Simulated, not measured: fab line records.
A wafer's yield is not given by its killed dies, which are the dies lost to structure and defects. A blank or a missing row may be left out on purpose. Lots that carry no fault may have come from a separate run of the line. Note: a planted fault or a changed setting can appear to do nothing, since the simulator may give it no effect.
Split-lot trial / flow sky130 / 5 lots, 23 wafers read, on a route of 708 steps

## ON THE SPLIT
At SKY_VIA3_HDPCVD_00 (deposits SiO2, target thk 1635 nm, time 272.5 s), the setting time-s was moved away from the recipe's 272.5 s on 6 of the 23 wafers read, by -7.7% to +10.2%. All remaining wafers had this setting at the recipe value.

No step appears in the file between the split and the reading.

## THE READING
VIA3_HDPCVD_THK, in nm, at SKY_VIA3_THK_MEAS_01. On this fab line, fault-free wafers typically give 1629 nm with a standard deviation of 19 nm.

wafer=L077.1; tool, chamber at the split=hdpcvd-01, 1; time-s as run, s=272.5; against the recipe=recipe; VIA3_HDPCVD_THK, nm=1603; against lot-mates on the recipe=-
wafer=L077.2; tool, chamber at the split=hdpcvd-01, 0; time-s as run, s=272.5; against the recipe=recipe; VIA3_HDPCVD_THK, nm=1614; against lot-mates on the recipe=-
wafer=L077.3; tool, chamber at the split=hdpcvd-01, 2; time-s as run, s=272.5; against the recipe=recipe; VIA3_HDPCVD_THK, nm=1619; against lot-mates on the recipe=-
wafer=L077.4; tool, chamber at the split=hdpcvd-01, 1; time-s as run, s=272.5; against the recipe=recipe; VIA3_HDPCVD_THK, nm=1569; against lot-mates on the recipe=-
wafer=L077.5; tool, chamber at the split=hdpcvd-01, 0; time-s as run, s=272.5; against the recipe=recipe; VIA3_HDPCVD_THK, nm=1622; against lot-mates on the recipe=-
wafer=L079.1; tool, chamber at the split=hdpcvd-02, 1; time-s as run, s=300.3; against the recipe=+10.2%; VIA3_HDPCVD_THK, nm=1790; against lot-mates on the recipe=+159
wafer=L079.2; tool, chamber at the split=hdpcvd-02, 2; time-s as run, s=272.5; against the recipe=recipe; VIA3_HDPCVD_THK, nm=1652; against lot-mates on the recipe=-
wafer=L079.3; tool, chamber at the split=hdpcvd-02, 0; time-s as run, s=272.5; against the recipe=recipe; VIA3_HDPCVD_THK, nm=1612; against lot-mates on the recipe=-
wafer=L079.4; tool, chamber at the split=hdpcvd-02, 0; time-s as run, s=300.3; against the recipe=+10.2%; VIA3_HDPCVD_THK, nm=1822; against lot-mates on the recipe=+191
wafer=L079.5; tool, chamber at the split=hdpcvd-02, 1; time-s as run, s=272.5; against the recipe=recipe; VIA3_HDPCVD_THK, nm=1628; against lot-mates on the recipe=-
wafer=L080.2; tool, chamber at the split=hdpcvd-02, 1,0; time-s as run, s=272.5; against the recipe=recipe; VIA3_HDPCVD_THK, nm=1631; against lot-mates on the recipe=-
wafer=L080.3; tool, chamber at the split=hdpcvd-02, 1,0; time-s as run, s=272.5; against the recipe=recipe; VIA3_HDPCVD_THK, nm=1630; against lot-mates on the recipe=-
wafer=L080.4; tool, chamber at the split=hdpcvd-02, 1; time-s as run, s=262.1; against the recipe=-3.8%; VIA3_HDPCVD_THK, nm=1560; against lot-mates on the recipe=-65
wafer=L080.5; tool, chamber at the split=hdpcvd-02, 1; time-s as run, s=272.5; against the recipe=recipe; VIA3_HDPCVD_THK, nm=1614; against lot-mates on the recipe=-
wafer=L080.6; tool, chamber at the split=hdpcvd-02, 0; time-s as run, s=262.1; against the recipe=-3.8%; VIA3_HDPCVD_THK, nm=1558; against lot-mates on the recipe=-67
wafer=L083.1; tool, chamber at the split=hdpcvd-01, 0; time-s as run, s=251.4; against the recipe=-7.7%; VIA3_HDPCVD_THK, nm=1523; against lot-mates on the recipe=-95
wafer=L083.3; tool, chamber at the split=hdpcvd-01, 1; time-s as run, s=272.5; against the recipe=recipe; VIA3_HDPCVD_THK, nm=1597; against lot-mates on the recipe=-
wafer=L083.4; tool, chamber at the split=hdpcvd-01, 2; time-s as run, s=251.4; against the recipe=-7.7%; VIA3_HDPCVD_THK, nm=1496; against lot-mates on the recipe=-122
wafer=L083.5; tool, chamber at the split=hdpcvd-01, 0; time-s as run, s=272.5; against the recipe=recipe; VIA3_HDPCVD_THK, nm=1644; against lot-mates on the recipe=-
wafer=L083.6; tool, chamber at the split=hdpcvd-01, 1; time-s as run, s=272.5; against the recipe=recipe; VIA3_HDPCVD_THK, nm=1613; against lot-mates on the recipe=-
wafer=L085.1; tool, chamber at the split=hdpcvd-01, 1; time-s as run, s=272.5; against the recipe=recipe; VIA3_HDPCVD_THK, nm=1595; against lot-mates on the recipe=-
wafer=L085.2; tool, chamber at the split=hdpcvd-01, 2; time-s as run, s=272.5; against the recipe=recipe; VIA3_HDPCVD_THK, nm=1621; against lot-mates on the recipe=-
wafer=L085.4; tool, chamber at the split=hdpcvd-01, 1; time-s as run, s=272.5; against the recipe=recipe; VIA3_HDPCVD_THK, nm=1593; against lot-mates on the recipe=-
Where a row lists several chambers, the file gives one row for several wafers and doesn't say which wafer went through which chamber.

THE FIT
A straight line over all 23 wafers: VIA3_HDPCVD_THK changes by +16.7 nm for each +1% of time-s; r = +0.96; the points scatter about the line by 21 nm.
The same after taking each lot's own level away (the mean of its wafers on the recipe; 23 wafers): +16.1 nm for each +1%; r = +0.97; scatter 17 nm.
Per that fit: largest time-s move, reading shift of 1.6e+02 nm.
The lots' own levels span 1603.0 to 1630.7 nm, that is 1.5 times the standard deviation above.
The two slopes agree, so the slope changes little with the lot-to-lot level.
Check: with one of the wafers moved furthest among these (+10.2%) left out of the fit, the line predicts +171 nm for it against its lot-mates. It came out at +159 nm against them.

## THE OTHER SPLITS THESE WAFERS WENT THROUGH
Note: prior to the reading, these wafers also went through further splits. Each is held against what the fit with the lots' levels taken away leaves over:
other split on the same wafers=SKY_CAPM_DEVELOP_11 dev-temp-c; wafers away from the commonest value=8; r with VIA3_HDPCVD_THK (lot level and that fit taken away)=+0.29

## THE WHOLE CHAIN: every reading that the file lists as answering this split, in the file's order
step=SKY_VIA3_HDPCVD_00; what it does=deposits SiO2, target thk 1635 nm, time 272.5 s; reading=SiO2_of_VIA3_HDPCVD_00.thk-nm (the simulator's own value, which no gauge read); change (the file's fit)=+16.7 nm for each +1% of the setting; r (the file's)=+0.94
step=SKY_VIA3_THK_MEAS_01; what it does=; reading=VIA3_HDPCVD_THK; change (the file's fit)=+16.1 for each +1% of the setting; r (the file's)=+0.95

## THE FILE'S OWN FIT
VIA3_HDPCVD_THK changes by +16.1 nm for each +1% of time-s, r = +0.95.
